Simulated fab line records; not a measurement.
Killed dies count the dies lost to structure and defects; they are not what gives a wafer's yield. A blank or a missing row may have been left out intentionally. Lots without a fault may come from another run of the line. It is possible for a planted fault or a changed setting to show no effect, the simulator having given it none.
Chamber matching ; flow sfq line ; SFQ_TRILAYER_I0_DEP_PECVD_027 on pecvd-02 has 3 sister chambers
The step deposits SiO2 from SiH4/N2O, time 111.11 s, target thk 500 nm. 14 wafers are shown with their chamber, then 7 later ones without.

## WAFERS PAIRED WITH THEIR CHAMBERS
wafer;chamber;heater power w (W);heater power outer w (W);throttle valve pct (%)
L480.1;2;92;37;23.7
L480.5;1;63;24;23.4
L480.6;2;92;38;23.8
L481.1;2;93;38;23.6
L481.5;2;91;40;23.5
L481.6;1;63;24;23.3
L482.2;2;88;35;23.6
L482.3;0;95;39;23.6
L482.4;0;77;26;23.5
L487.1;0;89;35;23.7
L487.5;2;94;41;23.4
L487.6;1;57;20;23.4
L492.1;1;61;22;23.5
L492.4;1;62;23;23.6

SIGNATURES (averages over the wafers above)
reading;chamber 0;chamber 1;chamber 2;scatter within a chamber
heater power w;87.00;61.20;91.67;4.41
heater power outer w;33.33;22.60;38.17;3.34
throttle valve pct;23.600;23.440;23.600;0.125
Rule: for each reading, subtract the chamber's mean from the wafer's reading, divide by that reading's scatter and square the result; add these up over the readings and take the root, which gives the wafer's distance from the chamber. The wafer belongs to the nearest chamber; if the next one is less than 2 further off, it can't be placed. How the scatter is found: for the shown wafers, subtract from each reading the mean of its chamber, square and add these, divide the total by (wafers less chambers), then take the root.

## WAFERS WITH NO CHAMBER GIVEN
wafer;heater power w (W);heater power outer w (W);throttle valve pct (%)
L492.6;93;35;23.4
L496.1;55;17;23.8
L496.2;96;37;24.1
L496.4;93;39;24.0
L497.1;67;25;23.7
L497.2;83;30;24.0
L497.6;88;33;23.8

## CHAMBER TAKEN BY EACH
wafer;from the rows above;in truth
L492.6;can't be placed: 2 or 0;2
L496.1;1;1
L496.2;can't be placed: 2 or 0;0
L496.4;can't be placed: 2 or 0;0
L497.1;1;1
L497.2;can't be placed: 0 or 2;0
L497.6;can't be placed: 0 or 2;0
2 of 7 placed correctly. Cannot be placed on the basis of these rows: 5; the candidates contain the true chamber in 5. Wrongly placed: 0.
